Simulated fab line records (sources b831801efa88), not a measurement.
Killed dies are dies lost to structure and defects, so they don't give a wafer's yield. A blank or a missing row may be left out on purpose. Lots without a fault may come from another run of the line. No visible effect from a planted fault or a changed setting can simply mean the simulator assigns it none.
2 desks looking at one fault	flow sky130	what lay behind the numbers comes last; until then each desk has only its own

FOR THE TOOL OWNER'S DESK: furnace-02
The tool's own readings at SKY_GATE_OXIDE_OXIDATION_16 (stabilise 600 s, purge 300 s, target thk 3.57 nm): means of the sampled wafers that have a number, for each lot that ran on this tool. If a lot's mean is further than 4 standard deviations from the usual mean, the lot is out of limits and carries the mark OUT (the distance appears in the brackets).
Columns: A = spikeTcBottomC at SKY_GATE_OXIDE_OXIDATION_16, usual 818.7 C; B = spikeTcCentreC at SKY_GATE_OXIDE_OXIDATION_16, usual 800.0 C; C = spikeTcLowerC at SKY_GATE_OXIDE_OXIDATION_16, usual 800.9 C; D = spikeTcTopC at SKY_GATE_OXIDE_OXIDATION_16, usual 812.4 C; E = spikeTcUpperC at SKY_GATE_OXIDE_OXIDATION_16, usual 799.8 C; F = tube_center_temp_C_max at SKY_GATE_OXIDE_OXIDATION_16, usual 802.12; G = zonePowerUpperPct at SKY_GATE_OXIDE_OXIDATION_16, usual 14.59 %
lot	first seen here	A	B	C	D	E	F	G
L422	day 15 05:54	818.8	800.1	801.1	814.6	798.0	802.17	14.56
L423	day 15 16:01	818.1	799.9	801.2	812.8	798.5	802.01	14.45
L425	day 16 08:43	819.7	800.1	802.8	813.0	798.7	802.14	14.57
L427	day 17 01:23	819.6	799.8	802.0	814.5	799.1	802.15	14.58
L430	day 18 03:27	806.3 (-11) OUT	786.8 (-14) OUT	786.4 (-11) OUT	799.1 (-10) OUT	784.4 (-9.1) OUT	802.15	14.01
L431	day 18 16:35	805.5 (-12) OUT	785.1 (-16) OUT	787.4 (-10) OUT	799.3 (-10) OUT	784.0 (-9.3) OUT	801.93	14.13
L432	day 18 23:47	805.6 (-12) OUT	784.6 (-17) OUT	787.8 (-10) OUT	799.4 (-10) OUT	784.1 (-9.2) OUT	802.17	14.15
L441	day 22 05:19	818.7	800.1	802.2	813.7	799.5	802.31	14.49
This desk's verdict: out of limits on L430, L431, L432, starting with L430 at day 18 03:27 (spikeTcBottomC at SKY_GATE_OXIDE_OXIDATION_16). L422, L423, L425, L427, L441 stayed within limits.

THE METROLOGY DESK
What the gauges read for every lot (on any tool): the sampled wafers with a number, averaged. If a lot's mean is further than 4 standard deviations from the usual mean, the lot is out of limits and carries the mark OUT (the distance appears in the brackets).
Columns: A = VT_ADJUST_PCH_TW at SKY_VT_ADJUST_PCH_TW_MEAS_10, usual 143.0; B = cdNm at SKY_SONOS_ONO_CD_MEAS_13, usual 410.0 nm
lot	first seen here	A	B
L422	day 11 19:46	142.8	406.9
L423	day 12 02:43	144.5	408.7
L425	day 12 17:22	141.7	409.7
L426	day 13 03:01	144.0	410.4
L427	day 13 04:38	142.5	407.9
L430	day 14 06:49	143.5	414.5
L431	day 14 16:19	143.7	412.7
L432	day 15 00:50	142.1	406.0
L435	day 15 19:47	142.0	410.0
L436	day 16 05:59	144.1	407.9
L437	day 16 11:17	142.8	408.5
L439	day 17 01:19	143.5	411.9
L441	day 18 01:50	142.1	410.6
This desk found nothing out of limits on any of the 13 lots.

PUT TOGETHER
The tool owner's desk had the chance to raise an alarm at day 18 03:27 on L430, L431, L432.
Metrology desk: nothing out of limits seen.
The metrology desk holds a record of L430, L431, L432, inside its limits.
SKY_GATE_OXIDE_OXIDATION_16 was run on furnace-02 by each of the lots named.

WHAT HAD BEEN PUT IN BY THE SIMULATOR
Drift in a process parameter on furnace-02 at SKY_GATE_OXIDE_OXIDATION_16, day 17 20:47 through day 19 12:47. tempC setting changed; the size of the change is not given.
Shown lots that were struck: L430, L431, L432.
How many hours passed from the start of the fault until each desk's first out-of-limits reading: the tool owner's desk, 7.
